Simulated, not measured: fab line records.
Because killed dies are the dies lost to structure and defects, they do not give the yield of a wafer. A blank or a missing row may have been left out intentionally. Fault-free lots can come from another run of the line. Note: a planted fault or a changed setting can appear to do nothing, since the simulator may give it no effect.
Matching of chambers | flow gf180mcu | 3 sister chambers for GF_V3_CVD_02 on pecvd-03
The step deposits SiO2 from TEOS, target thk 850 nm, time 94.851 s. 3 wafers are shown with their chamber, then 7 later ones without.

## WAFERS WITH THEIR CHAMBER
wafer  | chamber | heater-power-w (W)
L086.2 | 2       | 507
L091.4 | 0       | 941
L091.5 | 1       | 581

## WAFERS MISSING THEIR CHAMBER
wafer  | heater-power-w (W)
L091.6 | 989
L090.1 | 628
L090.4 | 969
L090.5 | 540
L094.1 | 621
L094.4 | 665
L094.5 | 580

## THE CHAMBER EACH PASSED THROUGH
wafer  | from the rows above     | in truth
L091.6 | 0                       | 0
L090.1 | can't be placed: 1 or 2 | 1
L090.4 | 0                       | 0
L090.5 | can't be placed: 2 or 1 | 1
L094.1 | can't be placed: 1 or 2 | 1
L094.4 | can't be placed: 1 or 2 | 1
L094.5 | can't be placed: 1 or 2 | 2
Correctly placed: 2 of 7. From these rows, 5 cannot be placed; in 5 the true chamber is one of the candidates. 0 placed wrongly.
How it was worked out, from the rows above alone: a wafer's distance from a chamber is the root of the sum, over the readings, of the square of ((its reading less the chamber's mean) divided by the reading's scatter). If the next closest chamber is less than 2 further off than the closest, the wafer can't be placed; otherwise it belongs to the closest. A chamber's mean is the mean of its shown wafers. The scatter: root of mean squared gap, hidden wafer to nearest shown wafer, with one shown wafer a chamber.
